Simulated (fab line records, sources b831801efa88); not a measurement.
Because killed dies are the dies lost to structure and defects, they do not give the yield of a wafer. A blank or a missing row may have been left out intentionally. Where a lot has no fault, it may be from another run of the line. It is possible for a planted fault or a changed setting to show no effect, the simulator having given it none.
Which tool is to blame? | flow sfq_line | Sampling: 13 lots, 39 wafers, 4 of 325 route steps

== WHAT THE GAUGES SHOWED, per wafer ==
Not one reading of a measure or inspect step in the record can be checked against a usual standard deviation.

== TOOL THAT RAN EACH LOT (tool first, then ch and the chambers of the sampled wafers, then the start) ==
lot  | SFQ_TRILAYER_M1_BARC_OPEN_METAL_ETCH_054 | SFQ_TRILAYER_I1_DEP_PECVD_045   | SFQ_TRILAYER_M2_ETCH_METAL_ETCH_060 | SFQ_TRILAYER_I2_CMP_CMP_064
L918 | rie_metal-04 ch 0,1, day 23 15:53        | pecvd-03 ch 1,2, day 23 16:51   | rie_metal-02 ch 0,1, day 30 21:48   | cmp-01 ch 1,2, day 31 06:11
L919 | rie_metal-02 ch 0,1, day 24 02:10        | pecvd-01 ch 0,2, day 24 03:08   | rie_metal-04 ch 0,1, day 31 05:07   | cmp-01 ch 1,2, day 31 11:41
L921 | rie_metal-03 ch 0,1, day 25 05:46        | pecvd-03 ch 1,2, day 25 06:44   | rie_metal-01 ch 0,1, day 32 05:07   | cmp-01 ch 2,3, day 32 07:12
L922 | rie_metal-02 ch 0,1, day 25 13:05        | pecvd-04 ch 0,1,2, day 25 14:03 | rie_metal-04 ch 0,1, day 32 12:27   | cmp-02 ch 0,1,2, day 32 15:44
L923 | rie_metal-02 ch 0,1, day 26 04:41        | pecvd-01 ch 0,1,2, day 26 05:39 | rie_metal-04 ch 0,1, day 33 02:51   | cmp-01 ch 0,1,2, day 33 09:31
L924 | rie_metal-04 ch 1, day 26 09:29          | pecvd-01 ch 0,1,2, day 26 10:27 | rie_metal-02 ch 0, day 33 11:15     | cmp-02 ch 0,1, day 33 21:14
L926 | rie_metal-03 ch 0,1, day 27 03:37        | pecvd-04 ch 1,2, day 27 04:35   | rie_metal-02 ch 0,1, day 33 23:15   | cmp-01 ch 1,2,3, day 34 15:53
L927 | rie_metal-03 ch 0,1, day 27 10:49        | pecvd-01 ch 0,1, day 27 11:47   | rie_metal-02 ch 0,1, day 34 09:58   | cmp-02 ch 0,1,2, day 35 01:14
L928 | rie_metal-03 ch 0,1, day 27 22:49        | pecvd-03 ch 1,2, day 27 23:47   | rie_metal-02 ch 0,1, day 34 21:58   | cmp-01 ch 0,2,3, day 35 15:23
L929 | rie_metal-04 ch 0,1, day 28 06:01        | pecvd-01 ch 1,2, day 28 06:59   | rie_metal-01 ch 0,1, day 35 08:46   | cmp-02 ch 1,2,3, day 36 02:05
L933 | rie_metal-04 ch 0,1, day 30 12:08        | pecvd-04 ch 0,1,2, day 30 13:07 | rie_metal-02 ch 0,1, day 37 07:10   | cmp-02 ch 1,2,3, day 38 01:35
L938 | rie_metal-02 ch 0,1, day 33 01:37        | pecvd-03 ch 0,2, day 33 02:33   | rie_metal-04 ch 0,1, day 39 21:11   | cmp-01 ch 1,2,3, day 40 18:59
L940 | rie_metal-04 ch 0,1, day 33 12:23        | pecvd-03 ch 0,1, day 33 13:22   | rie_metal-04 ch 0,1, day 40 00:44   | cmp-01 ch 0,3, day 40 22:34
- SFQ_TRILAYER_M1_BARC_OPEN_METAL_ETCH_054: etches BARC in O2, target depth 125 nm, time 41.7 s.
- SFQ_TRILAYER_I1_DEP_PECVD_045: deposits SiO2 from SiH4/N2O, time 111.11 s, target thk 500 nm.
- SFQ_TRILAYER_M2_ETCH_METAL_ETCH_060: etches Nb in Cl2/Ar, stops on SiO2, target depth 240 nm, time 120 s.
- SFQ_TRILAYER_I2_CMP_CMP_064: polishes SiO2.

== AS READ BY THE TOOLS THEMSELVES (means over the sampled wafers that have a number; for cases with no such wafer, the mark the record gives instead) ==
SFQ_TRILAYER_M1_BARC_OPEN_METAL_ETCH_054.
lot  | tool         | bias_w (W) | drypump_motor_current_A (A) | oes_product_au (a.u.)
L918 | rie_metal-04 | 80.03      | 5.4                         | 0.686
L919 | rie_metal-02 | 79.98      | 5.7                         | 0.684
L921 | rie_metal-03 | 80.07      | 5.5                         | 0.687
L922 | rie_metal-02 | 79.90      | 5.7                         | 0.688
L923 | rie_metal-02 | 79.71      | 5.7                         | 0.685
L924 | rie_metal-04 | 80.11      | 5.2                         | 0.685
L926 | rie_metal-03 | 79.91      | 5.5                         | 0.685
L927 | rie_metal-03 | 80.15      | 5.5                         | 0.689
L928 | rie_metal-03 | 80.06      | 5.2                         | 0.687
L929 | rie_metal-04 | 80.14      | 5.3                         | 0.684
L933 | rie_metal-04 | 80.27      | 5.3                         | 0.684
L938 | rie_metal-02 | 79.89      | 5.7                         | 0.681
L940 | rie_metal-04 | 80.08      | 5.3                         | 0.689

SFQ_TRILAYER_I1_DEP_PECVD_045.
lot  | tool     | heater_power_w (W) | throttle_valve_pct (%)
L918 | pecvd-03 | 76                 | 23.3
L919 | pecvd-01 | 79                 | 25.3
L921 | pecvd-03 | 72                 | 24.4
L922 | pecvd-04 | 106                | 24.2
L923 | pecvd-01 | 86                 | 23.1
L924 | pecvd-01 | 88                 | 23.1
L926 | pecvd-04 | 103                | 24.3
L927 | pecvd-01 | 97                 | 23.5
L928 | pecvd-03 | 75                 | 24.7
L929 | pecvd-01 | 100                | 23.9
L933 | pecvd-04 | 103                | 24.7
L938 | pecvd-03 | 96                 | 23.6
L940 | pecvd-03 | 97                 | 24.8

SFQ_TRILAYER_M2_ETCH_METAL_ETCH_060.
lot  | tool         | bias_w (W) | drypump_motor_current_A (A) | oes_product_au (a.u.)
L918 | rie_metal-02 | 80.16      | 5.81                        | 0.895
L919 | rie_metal-04 | 79.86      | 5.39                        | 0.891
L921 | rie_metal-01 | 79.91      | 5.59                        | 0.897
L922 | rie_metal-04 | 80.04      | 5.42                        | 0.889
L923 | rie_metal-04 | 79.83      | 5.42                        | 0.893
L924 | rie_metal-02 | 79.85      | 5.65                        | 0.904
L926 | rie_metal-02 | 80.13      | 5.81                        | 0.898
L927 | rie_metal-02 | 80.08      | 5.81                        | 0.900
L928 | rie_metal-02 | 79.89      | 5.73                        | 0.895
L929 | rie_metal-01 | 80.17      | 5.82                        | 0.895
L933 | rie_metal-02 | 80.30      | 5.80                        | 0.891
L938 | rie_metal-04 | 80.10      | 5.39                        | 0.894
L940 | rie_metal-04 | 79.94      | 5.29                        | 0.883

SFQ_TRILAYER_I2_CMP_CMP_064.
lot  | tool   | head_pressure_psi (psi) | motor_current_A (A) | time_to_endpoint_s (s)
L918 | cmp-01 | 3.002                   | 9.3                 | 209
L919 | cmp-01 | 3.003                   | 8.9                 | 198
L921 | cmp-01 | 2.994                   | 10.0                | 217
L922 | cmp-02 | 3.004                   | 9.0                 | 212
L923 | cmp-01 | 3.001                   | 9.0                 | 214
L924 | cmp-02 | 2.998                   | 9.4                 | 224
L926 | cmp-01 | 2.999                   | 9.5                 | 217
L927 | cmp-02 | 2.999                   | 8.9                 | 210
L928 | cmp-01 | 3.001                   | 10.2                | 223
L929 | cmp-02 | 2.994                   | 9.3                 | 213
L933 | cmp-02 | 2.854                   | 9.0                 | 237
L938 | cmp-01 | 3.001                   | 9.4                 | 220
L940 | cmp-01 | 2.998                   | 10.2                | 224

== THE ANSWER, worked out from the rows above alone ==
Rule: what is usual is taken from the lots themselves. The widest of any qualifying gaps counts: lots, ordered by their means at a reading, are off when they make up no more than a third of the lots, leave a main group of 4 or more, and stand apart from it by 3 or more times the standard deviation of that group's means. A main group is skipped when, at the precision printed for the reading in the tables above, its means are all equal. A lot without any number at a reading at which 4 lots or more have one is off too. All remaining lots with rows at the step are treated as sound. Order of review: gauges by route order, followed by the tools' own readings, for which a lot's mean as printed above is used. At the first step where some lot is off, the reading lying furthest off is the one used; lots without a number count as furthest.
Off, at SFQ_TRILAYER_I2_CMP_CMP_064 on head_pressure_psi: L933. The main group: mean 3.000 psi, standard deviation 0.003.
If a tool, at that step or one of the process steps before it, ran each lot that is off and ran no sound lot following the first of them, it fits. Can't be told from this: 3 tools fit, pecvd-04 at SFQ_TRILAYER_I1_DEP_PECVD_045, rie_metal-02 at SFQ_TRILAYER_M2_ETCH_METAL_ETCH_060, cmp-02 at SFQ_TRILAYER_I2_CMP_CMP_064.

== WHAT HAD BEEN PUT IN BY THE SIMULATOR ==
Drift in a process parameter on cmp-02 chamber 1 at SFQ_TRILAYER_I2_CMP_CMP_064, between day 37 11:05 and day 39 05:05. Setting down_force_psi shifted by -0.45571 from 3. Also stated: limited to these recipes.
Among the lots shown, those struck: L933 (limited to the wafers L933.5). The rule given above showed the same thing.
